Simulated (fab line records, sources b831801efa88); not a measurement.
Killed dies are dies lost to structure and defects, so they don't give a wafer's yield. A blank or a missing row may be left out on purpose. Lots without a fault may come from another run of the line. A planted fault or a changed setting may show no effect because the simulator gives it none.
fab line records | flow sky130 | part 1 of 2: steps 1 to 27 of 34
record lots=5 wafers=15 last_day=50
route steps=708 shown CAP2M@603 METAL4@621
lots that met no fault: from a run of the same line without faults
start_h: hours from the record's first day to the start of the lot's first wafer shown | wait_h: hours since the lot's step before | " the same as in the row above | L1.1+2: a row that stands for several wafers | - no value, or no start given | * or withheld: withheld | < > ~ a bound
route shown NAME@n: a module of which the file shows steps, and the number in the route of the first | usual: mean/standard deviation of fault-free wafers | same: alike in all rows | chamber/n: place in a boat | sites: the reading at each site | _std_site: their standard deviation | _edge_site: outer sites' mean less inner sites' | radius_mm: how far each site lies from the wafer's centre | mask NAME#n: copy n | behind: the tool/chamber that last shaped the wafer | hold: why the lot was held/for how many hours/how that ended | device: the transistor (n, p or np) that didn't switch | end of line: the same wafers' tests at the end of the route | a step without rows: its recipe alone | killed: dies lost to structure and defects at the first sort, not the wafer's yield | map: a wafer's dies, x killed, . not, _ none there
set.NAME: the setting as run; set.NAME@STEP: as run at that earlier step | model.NAME: the simulator's own value behind a step, which no gauge read
lots at some steps of the route; a table a step, a row a wafer
services: from which hour (start_h, from the record's first day; less than 0 if before it) a tool's chamber was out of use, for how many hours, and why
## steps
# step SKY_CAP2M_CVD_00
# recipe material=SiO2 target_thk_nm=15.5 temp_c=400 time_s=withheld rf_w=450
# usual heater_power_w=685/86 rf_fwd_power_W=443.1/1.9
# columns lot.wafer tool chamber start_h wait_h heater_power_w rf_fwd_power_W
L075.2 pecvd-01 1 932.93 0.0 606 445.3
L075.3 " 2 " " 664 441.1
L075.5 " 2 " " 644 444.4
L086.3 pecvd-03 0 1014.41 0.0 879 440.0
L086.5 " 2 " " 761 445.0
L086.6 " 1 " " 681 441.2
L090.1 pecvd-01 0 1038.31 0.0 732 443.6
L090.2 " 2 " " 650 444.8
L090.4 " 0 " " 733 444.9
L094.4 pecvd-02 1 1073.32 0.0 736 438.3
L094.5 " 0 " " 586 446.5
L094.6 " 2 " " 611 439.8
L097.3 pecvd-02 0 1081.86 0.0 602 446.5
L097.4 " 0 " " 619 444.8
L097.5 " 2 " " 653 442.2
# step SKY_CAP2M_THK_MEAS_01
# recipe reads=SiO2_of_CAP2M_CVD_00
# usual CAP2M_CVD_00_THK=15.43/0.24
# columns lot.wafer tool chamber start_h wait_h CAP2M_CVD_00_THK[nm]
L075.2 film_metro-04 - 932.96 - 14.91
L075.3 " - " " 15.37
L075.5 " - " " 15.31
L086.3 film_metro-01 - 1014.46 - 15.33
L086.5 " - " " 15.57
L086.6 " - " " 16.01
L090.1 film_metro-03 - 1038.33 - 15.05
L090.2 " - " " 15.35
L090.4 " - " " 15.34
L094.4 film_metro-03 - 1073.36 - 15.99
L094.5 " - " " 15.59
L094.6 " - " " 15.71
L097.3 film_metro-04 - 1081.91 - 15.27
L097.4 " - " " 15.44
L097.5 " - " " 15.46
# step SKY_CAP2M_SPUTTER_02
# recipe material=TiN target_thk_nm=200 temp_c=300 power_w=6500 time_s=166.7 chamber_pressure_pa=0.4
# usual throttle_valve_pct=29.7/0.92
# columns lot.wafer tool chamber start_h wait_h throttle_valve_pct
L075.2 pvd_sputter-02 - 933.01 0.0 29.8
L075.3 " - " " 29.5
L075.5 " - " " 31.1
L086.3 pvd_sputter-02 - 1014.50 0.0 29.3
L086.5 " - " " 29.4
L086.6 " - " " 29.8
L090.1 pvd_sputter-01 - 1038.39 0.1 29.7
L090.2 " - " " 28.8
L090.4 " - " " 30.0
L094.4 pvd_sputter-02 - 1073.39 0.0 31.1
L094.5 " - " " 28.9
L094.6 " - " " 31.0
L097.3 pvd_sputter-02 - 1081.95 0.0 29.4
L097.4 " - " " 29.1
L097.5 " - " " 30.1
# step SKY_CAP2M_RS_MEAS_03
# recipe thk_meas_gauge=four-point-probe reads=TiN_of_CAP2M_SPUTTER_02
# usual CAP2M_TIN_RS=6.91/0.068
# columns lot.wafer tool chamber start_h wait_h CAP2M_TIN_RS[ohm/sq]
L075.2 film_metro-04 - 933.14 0.1 6.87
L075.3 " - " " 6.85
L075.5 " - " " 6.92
L086.3 film_metro-04 - 1014.64 0.1 6.96
L086.5 " - " " 6.95
L086.6 " - " " 6.93
L090.1 film_metro-04 - 1038.50 0.1 6.87
L090.2 " - " " 6.88
L090.4 " - " " 6.92
L094.4 film_metro-03 - 1073.56 0.1 6.87
L094.5 " - " " 7.02
L094.6 " - " " 6.85
L097.3 film_metro-03 - 1082.09 0.1 6.88
L097.4 " - " " 6.92
L097.5 " - " " 6.89
# step SKY_CAP2M_THK_MEAS_04
# recipe thk_meas_gauge=xrf reads=TiN_of_CAP2M_SPUTTER_02
# usual CAP2M_TIN_THK=198.6/2
# columns lot.wafer tool chamber start_h wait_h CAP2M_TIN_THK[nm]
L075.2 film_metro-04 - 933.25 0.1 198.8
L075.3 " - " " 199.2
L075.5 " - " " 198.0
L086.3 film_metro-04 - 1014.74 0.1 196.8
L086.5 " - " " 198.3
L086.6 " - " " 199.3
L090.1 film_metro-04 - 1038.62 0.1 199.7
L090.2 " - " " 198.0
L090.4 " - " " 197.4
L094.4 film_metro-03 - 1073.65 0.1 199.4
L094.5 " - " " 196.3
L094.6 " - " " 200.1
L097.3 film_metro-03 - 1082.19 0.1 198.6
L097.4 " - " " 198.1
L097.5 " - " " 198.1
# step SKY_CAP2M_DEHYDRATE_05
# recipe temp_c=200 time_s=60
# usual resist_line_temp_C=22.97/0.09
# columns lot.wafer tool chamber start_h wait_h resist_line_temp_C
L075.2 litho_track-03 0 944.17 10.9 22.96
L075.3 " 0 " " 23.04
L075.5 " 0 " " 23.09
L086.3 litho_track-01 0 1025.38 10.6 23.02
L086.5 " 0 " " 23.05
L086.6 " 0 " " 22.89
L090.1 litho_track-03 0 1049.25 10.6 22.97
L090.2 " 0 " " 22.89
L090.4 " 0 " " 22.88
L094.4 litho_track-02 0 1082.70 9.0 23.07
L094.5 " 0 " " 22.92
L094.6 " 0 " " 23.00
L097.3 litho_track-03 0 1091.85 9.6 22.88
L097.4 " 0 " " 23.10
L097.5 " 0 " " 23.01
# step SKY_CAP2M_HMDS_06
# recipe prime_time_s=60 prime_temp_c=120
# usual resist_line_temp_C=23.03/0.1
# columns lot.wafer tool chamber start_h wait_h resist_line_temp_C
L075.2 litho_track-03 0 944.32 0.1 23.24
L075.3 " 0 " " 23.08
L075.5 " 0 " " 23.08
L086.3 litho_track-01 0 1025.53 0.1 22.75
L086.5 " 0 " " 22.92
L086.6 " 0 " " 22.82
L090.1 litho_track-03 0 1049.40 0.1 23.01
L090.2 " 0 " " 22.91
L090.4 " 0 " " 22.95
L094.4 litho_track-02 0 1082.85 0.1 23.04
L094.5 " 0 " " 22.96
L094.6 " 0 " " 23.15
L097.3 litho_track-03 0 1092.00 0.1 23.10
L097.4 " 0 " " 22.94
L097.5 " 0 " " 23.09
# step SKY_CAP2M_COAT_07
# recipe resist=NOVOLAK spin_rpm=3000 resist_thk_nm=1140
# usual resist_line_temp_C=23.00/0.095
# columns lot.wafer tool chamber start_h wait_h resist_line_temp_C
L075.2 litho_track-03 0 944.47 0.1 23.09
L075.3 " 0 " " 23.00
L075.5 " 0 " " 23.01
L086.3 litho_track-01 0 1025.68 0.1 23.22
L086.5 " 0 " " 23.09
L086.6 " 0 " " 23.16
L090.1 litho_track-03 0 1049.55 0.1 23.01
L090.2 " 0 " " 23.05
L090.4 " 0 " " 22.83
L094.4 litho_track-02 0 1083.00 0.1 22.88
L094.5 " 0 " " 22.96
L094.6 " 0 " " 22.93
L097.3 litho_track-03 0 1092.15 0.1 22.99
L097.4 " 0 " " 23.01
L097.5 " 0 " " 23.02
# step SKY_CAP2M_SOFTBAKE_08
# recipe temp_c=90 time_s=60 resist=NOVOLAK
# usual resist_line_temp_C=23.02/0.099
# columns lot.wafer tool chamber start_h wait_h resist_line_temp_C
L075.2 litho_track-03 0 944.62 0.1 22.98
L075.3 " 0 " " 22.90
L075.5 " 0 " " 23.04
L086.3 litho_track-01 0 1025.83 0.1 23.07
L086.5 " 0 " " 23.27
L086.6 " 0 " " 23.07
L090.1 litho_track-03 0 1049.70 0.1 22.90
L090.2 " 0 " " 22.99
L090.4 " 0 " " 23.03
L094.4 litho_track-02 0 1083.15 0.1 23.07
L094.5 " 0 " " 22.96
L094.6 " 0 " " 23.17
L097.3 litho_track-03 0 1092.30 0.1 22.90
L097.4 " 0 " " 22.80
L097.5 " 0 " " 22.73
# step SKY_CAP2M_EXPOSE_09
# recipe mask_id=CAP2M na=0.6 source_shape=conventional sigma_outer=0.6 polarization=unpolarized target_cd_nm=1000 dose_mj=159
# columns lot.wafer tool chamber start_h wait_h mask
L075.2+3+5 iline_stepper-01 0 - - CAP2M#0
L086.3+5+6 iline_stepper-02 0 - - CAP2M#0
L090.1+2+4 iline_stepper-02 0 - - CAP2M#0
L094.4+5+6 iline_stepper-01 0 - - CAP2M#0
L097.3+4+5 iline_stepper-02 0 - - CAP2M#0
# step SKY_CAP2M_PEB_10
# recipe temp_c=withheld time_s=* resist=NOVOLAK
# usual resist_line_temp_C=*
# columns lot.wafer tool chamber start_h wait_h resist_line_temp_C
L075.2 litho_track-03 0 - - *
L075.3 " 0 " " *
L075.5 " 0 " " *
L086.3 litho_track-03 0 - - *
L086.5 " 0 " " *
L086.6 " 0 " " *
L090.1 litho_track-02 0 - - *
L090.2 " 0 " " *
L090.4 " 0 " " *
L094.4 litho_track-03 0 - - *
L094.5 " 0 " " *
L094.6 " 0 " " *
L097.3 litho_track-03 0 - - *
L097.4 " 0 " " *
L097.5 " 0 " " *
# step SKY_CAP2M_DEVELOP_11
# recipe resist=NOVOLAK developer=TMAH develop_time_s=60 dev_temp_c=23
# usual developer_temp_C=23.00/0.11 resist_line_temp_C=23.00/0.098
# columns lot.wafer tool chamber start_h wait_h developer_temp_C resist_line_temp_C
L075.2 litho_track-03 0 956.57 0.1 22.93 23.18
L075.3 " 0 " " 23.08 23.05
L075.5 " 0 " " 23.05 22.91
L086.3 litho_track-03 0 1036.20 0.1 22.93 22.95
L086.5 " 0 " " 22.88 23.05
L086.6 " 0 " " 22.89 23.14
L090.1 litho_track-02 0 1059.17 0.1 23.02 22.94
L090.2 " 0 " " 22.96 22.93
L090.4 " 0 " " 23.10 23.05
L094.4 litho_track-03 0 1093.32 0.1 22.82 22.95
L094.5 " 0 " " 23.08 22.95
L094.6 " 0 " " 23.00 22.96
L097.3 litho_track-03 0 1101.90 0.1 22.85 22.93
L097.4 " 0 " " 22.94 22.98
L097.5 " 0 " " 22.84 22.97
# step SKY_CAP2M_OVL_MEAS_12
# usual CAP2M_OVL=-0.1/1.3
# columns lot.wafer tool chamber start_h wait_h CAP2M_OVL[nm]
L075.2 overlay-02 - 956.70 0.1 1.7
L075.3 " - " " 0.7
L075.5 " - " " -0.1
L086.3 overlay-02 - 1036.31 0.1 2.5
L086.5 " - " " 0.5
L086.6 " - " " 2.2
L090.1 overlay-02 - 1059.32 0.1 -0.2
L090.2 " - " " -0.5
L090.4 " - " " -1.0
L094.4 overlay-02 - 1093.41 0.1 -0.6
L094.5 " - " " 1.1
L094.6 " - " " -0.6
L097.3 overlay-02 - 1102.01 0.1 -1.3
L097.4 " - " " -0.2
L097.5 " - " " -1.1
# step SKY_CAP2M_METAL_ETCH_13
# recipe target_depth_nm=220 stop_on=SiO2 chemistry=Cl2/BCl3 target=TiN pressure_mtorr=10 icp_w=900 bias_w=48.5 Cl2_flow_sccm=60 bcl3_flow_sccm=30 time_s=62.9
# usual drypump_motor_current_A=5.7/0.65 oes_product_au=0.940/0.0066 rf_fwd_power_W=891/3.7 throttle_valve_pct=21.902/0.0092
# columns lot.wafer tool chamber start_h wait_h drypump_motor_current_A oes_product_au rf_fwd_power_W rf_hours_counter_h throttle_valve_pct
L075.2 rie_metal-01 0 956.73 0.0 5.9 0.936 896 12 21.898
L075.3 " 0 " " 5.9 0.953 892 - 21.909
L075.5 " 0 " " 5.9 0.940 895 - 21.899
L086.3 rie_metal-04 0 1036.36 0.0 5.1 0.950 893 - 21.910
L086.5 " 1 " " 4.8 0.941 888 - 21.910
L086.6 " 0 " " 5.1 0.941 891 - 21.912
L090.1 rie_metal-01 0 1059.36 0.0 5.9 0.941 895 17 21.887
L090.2 " 1 " " 6.5 0.948 891 15 21.906
L090.4 " 0 " " 5.9 0.939 895 - 21.912
L094.4 rie_metal-01 1 1093.46 0.0 6.5 0.947 892 - 21.911
L094.5 " 1 " " 6.5 0.935 885 - 21.895
L094.6 " 0 " " 5.9 0.947 893 - 21.890
L097.3 rie_metal-04 0 1102.06 0.0 5.1 0.936 890 - 21.906
L097.4 " 1 " " 4.8 0.942 883 - 21.893
L097.5 " 1 " " 4.8 0.947 884 - 21.903
# step SKY_CAP2M_STRIP_14
# recipe chemistry=O2/N2 power_w=1400 pressure_mtorr=1500 platen_temp_c=withheld o2_flow_sccm=3000 n2_flow_sccm=300 overash_fraction=0.5
# usual drypump_motor_current_A=5.9/0.43 oes_product_au=0.711/0.0045 strip_time_to_endpoint_s=12.66/0.043
# columns lot.wafer tool chamber start_h wait_h drypump_motor_current_A oes_product_au rf_hours_counter_h strip_time_to_endpoint_s
L075.2 plasma_asher-04 0 956.81 0.1 6.1 0.713 79 12.68
L075.3 " 1 " " 6.2 0.707 - 12.71
L075.5 " 0 " " 6.2 0.709 - 12.68
L086.3 plasma_asher-02 0 1036.44 0.1 6.4 0.709 - 12.61
L086.5 " 1 " " 5.0 0.713 - 12.69
L086.6 " 0 " " 6.4 0.710 - 12.67
L090.1 plasma_asher-02 0 1059.44 0.1 6.4 0.711 32 12.67
L090.2 " 1 " " 5.0 0.714 32 12.63
L090.4 " 0 " " 6.4 0.711 - 12.67
L094.4 plasma_asher-04 1 1093.54 0.1 6.3 0.708 - 12.60
L094.5 " 1 " " 6.2 0.707 - 12.60
L094.6 " 0 " " 6.1 0.711 - 12.67
L097.3 plasma_asher-02 0 1102.14 0.1 6.4 0.710 - 12.60
L097.4 " 1 " " 5.1 0.716 - 12.64
L097.5 " 1 " " 5.1 0.707 - 12.66
# step SKY_CAP2M_STRIP_15
# recipe chemistry=post_etch_residue_remover time_s=1200 temp_c=72.5
# columns lot.wafer tool chamber start_h wait_h
L075.2+3+5 wet_bench-03 3 956.91 0.1
L086.3+5+6 wet_bench-01 1 1036.51 0.0
L090.1+2+4 wet_bench-02 2 1059.54 0.1
L094.4+5+6 wet_bench-01 2 1093.61 0.0
L097.3+4+5 wet_bench-03 3 1102.25 0.1
# step SKY_CAP2M_CLEAN_16
# recipe chemistry=IPA time_s=180 temp_c=25
# columns lot.wafer tool chamber start_h wait_h
L075.2+3+5 wet_bench-01 1 957.28 0.0
L086.3+5+6 wet_bench-03 1 1036.85 0.0
L090.1+2+4 wet_bench-03 2 1059.91 0.0
L094.4+5+6 wet_bench-03 1 1093.95 0.0
L097.3+4+5 wet_bench-02 2 1102.60 0.0
# step SKY_CAP2M_CLEAN_17
# recipe chemistry=O3/DIW dry=n2_spin
# columns lot.wafer tool chamber start_h wait_h
L075.2+3+5 wet_bench-03 0 957.40 0.0
L086.3+5+6 wet_bench-02 3 1036.92 0.0
L090.1+2+4 wet_bench-03 1 1059.97 0.0
L094.4+5+6 wet_bench-01 2 1094.01 0.0
L097.3+4+5 wet_bench-03 0 1102.66 0.0
# step SKY_METAL4_DEHYDRATE_05
# recipe temp_c=200 time_s=60
# usual resist_line_temp_C=23.03/0.11
# columns lot.wafer tool chamber start_h wait_h resist_line_temp_C
L075.2 litho_track-04 0 968.81 11.3 23.18
L075.3 " 0 " " 23.05
L075.5 " 0 " " 23.03
L086.3 litho_track-03 0 1048.50 11.5 23.09
L086.5 " 0 " " 23.05
L086.6 " 0 " " 23.07
L090.1 litho_track-01 0 1070.38 10.3 22.98
L090.2 " 0 " " 22.96
L090.4 " 0 " " 22.88
L094.4 litho_track-01 0 1103.10 9.0 23.07
L094.5 " 0 " " 23.23
L094.6 " 0 " " 22.98
L097.3 litho_track-03 0 1112.60 9.8 23.25
L097.4 " 0 " " 23.12
L097.5 " 0 " " 23.15
# step SKY_METAL4_HMDS_06
# recipe prime_time_s=60 prime_temp_c=120
# usual resist_line_temp_C=23.03/0.1
# columns lot.wafer tool chamber start_h wait_h resist_line_temp_C
L075.2 litho_track-04 0 968.96 0.1 22.93
L075.3 " 0 " " 22.94
L075.5 " 0 " " 23.02
L086.3 litho_track-03 0 1048.65 0.1 23.03
L086.5 " 0 " " 23.02
L086.6 " 0 " " 23.12
L090.1 litho_track-01 0 1070.53 0.1 23.13
L090.2 " 0 " " 23.27
L090.4 " 0 " " 22.95
L094.4 litho_track-01 0 1103.25 0.1 22.87
L094.5 " 0 " " 22.92
L094.6 " 0 " " 22.94
L097.3 litho_track-03 0 1112.75 0.1 23.14
L097.4 " 0 " " 23.15
L097.5 " 0 " " 23.29
# step SKY_METAL4_COAT_07
# recipe resist=BARC temp_c=withheld time_s=withheld spin_rpm=3000 resist_thk_nm=60
# usual resist_line_temp_C=*
# columns lot.wafer tool chamber start_h wait_h resist_line_temp_C
L075.2 litho_track-04 0 969.11 0.1 *
L075.3 " 0 " " *
L075.5 " 0 " " *
L086.3 litho_track-03 0 1048.80 0.1 *
L086.5 " 0 " " *
L086.6 " 0 " " *
L090.1 litho_track-01 0 1070.68 0.1 *
L090.2 " 0 " " *
L090.4 " 0 " " *
L094.4 litho_track-01 0 1103.40 0.1 *
L094.5 " 0 " " *
L094.6 " 0 " " *
L097.3 litho_track-03 0 1112.90 0.1 *
L097.4 " 0 " " *
L097.5 " 0 " " *
# step SKY_METAL4_COAT_08
# recipe resist=KrF-thick spin_rpm=3000 resist_thk_nm=1140
# usual resist_line_temp_C=22.99/0.12
# columns lot.wafer tool chamber start_h wait_h resist_line_temp_C
L075.2 litho_track-04 0 - - 22.74
L075.3 " 0 " " 22.80
L075.5 " 0 " " 22.86
L086.3 litho_track-03 0 - - 22.90
L086.5 " 0 " " 22.81
L086.6 " 0 " " 22.81
L090.1 litho_track-01 0 - - 23.02
L090.2 " 0 " " 22.90
L090.4 " 0 " " 23.02
L094.4 litho_track-01 0 - - 22.98
L094.5 " 0 " " 22.97
L094.6 " 0 " " 23.14
L097.3 litho_track-03 0 - - 23.07
L097.4 " 0 " " 23.16
L097.5 " 0 " " 23.05
# step SKY_METAL4_SOFTBAKE_09
# recipe temp_c=100 time_s=90 resist=KrF-thick
# usual resist_line_temp_C=22.99/0.11
# columns lot.wafer tool chamber start_h wait_h resist_line_temp_C
L075.2 litho_track-04 0 - - 23.09
L075.3 " 0 " " 22.98
L075.5 " 0 " " 22.87
L086.3 litho_track-03 0 - - 23.06
L086.5 " 0 " " 22.89
L086.6 " 0 " " 22.84
L090.1 litho_track-01 0 - - 22.97
L090.2 " 0 " " 22.96
L090.4 " 0 " " 22.98
L094.4 litho_track-01 0 - - 23.23
L094.5 " 0 " " 23.02
L094.6 " 0 " " 23.20
L097.3 litho_track-03 0 - - 23.02
L097.4 " 0 " " 23.01
L097.5 " 0 " " 23.14
# step SKY_METAL4_EXPOSE_10
# recipe mask_id=MM4 na=0.68 source_shape=annular sigma_inner=0.4 sigma_outer=0.8 target_cd_nm=300 dose_mj=28
# columns lot.wafer tool chamber start_h wait_h mask
L075.2+3+5 krf_scanner-01 0 - - MM4#0
L086.3+5+6 krf_scanner-01 0 - - MM4#0
L090.1+2+4 krf_scanner-01 0 - - MM4#0
L094.4+5+6 krf_scanner-02 0 - - MM4#0
L097.3+4+5 krf_scanner-02 0 - - MM4#0
# step SKY_METAL4_PEB_11
# recipe peb_temp_c=withheld peb_time_s=withheld resist=KrF-thick
# usual resist_line_temp_C=*
# columns lot.wafer tool chamber start_h wait_h resist_line_temp_C
L075.2 litho_track-03 0 - - *
L075.3 " 0 " " *
L075.5 " 0 " " *
L086.3 litho_track-04 0 - - *
L086.5 " 0 " " *
L086.6 " 0 " " *
L090.1 litho_track-01 0 - - *
L090.2 " 0 " " *
L090.4 " 0 " " *
L094.4 litho_track-01 0 - - *
L094.5 " 0 " " *
L094.6 " 0 " " *
L097.3 litho_track-03 0 - - *
L097.4 " 0 " " *
L097.5 " 0 " " *
# step SKY_METAL4_DEVELOP_12
# recipe develop_time_s=60 resist=KrF-thick dev_temp_c=21
# usual developer_temp_C=20.98/0.12 resist_line_temp_C=23.02/0.11
# columns lot.wafer tool chamber start_h wait_h developer_temp_C resist_line_temp_C
L075.2 litho_track-03 0 - - 20.92 23.00
L075.3 " 0 " " 20.91 23.02
L075.5 " 0 " " 20.89 22.99
L086.3 litho_track-04 0 - - 20.94 23.04
L086.5 " 0 " " 20.83 22.95
L086.6 " 0 " " 20.84 22.92
L090.1 litho_track-01 0 - - 20.96 23.27
L090.2 " 0 " " 20.82 23.00
L090.4 " 0 " " 21.01 23.16
L094.4 litho_track-01 0 - - 21.04 22.92
L094.5 " 0 " " 21.05 23.02
L094.6 " 0 " " 20.94 23.03
L097.3 litho_track-03 0 - - 20.98 22.96
L097.4 " 0 " " 20.97 22.81
L097.5 " 0 " " 21.21 22.89
# step SKY_METAL4_CD_MEAS_13
# recipe target_cd_nm=300
# usual cd_nm=299.3/1.2
# columns lot.wafer tool chamber start_h wait_h cd_nm
L075.2 cd_sem-02 - 980.92 - 299.1
L075.3 " - " " 298.3
L075.5 " - " " 298.7
L086.3 cd_sem-02 - 1058.88 - 300.5
L086.5 " - " " 301.8
L086.6 " - " " 301.8
L090.1 cd_sem-01 - 1081.23 - 300.9
L090.2 " - " " 299.5
L090.4 " - " " 299.7
L094.4 cd_sem-02 - 1113.89 - 299.9
L094.5 " - " " 300.1
L094.6 " - " " 299.4
L097.3 cd_sem-02 - 1122.74 - 298.8
L097.4 " - " " 301.0
L097.5 " - " " 299.2
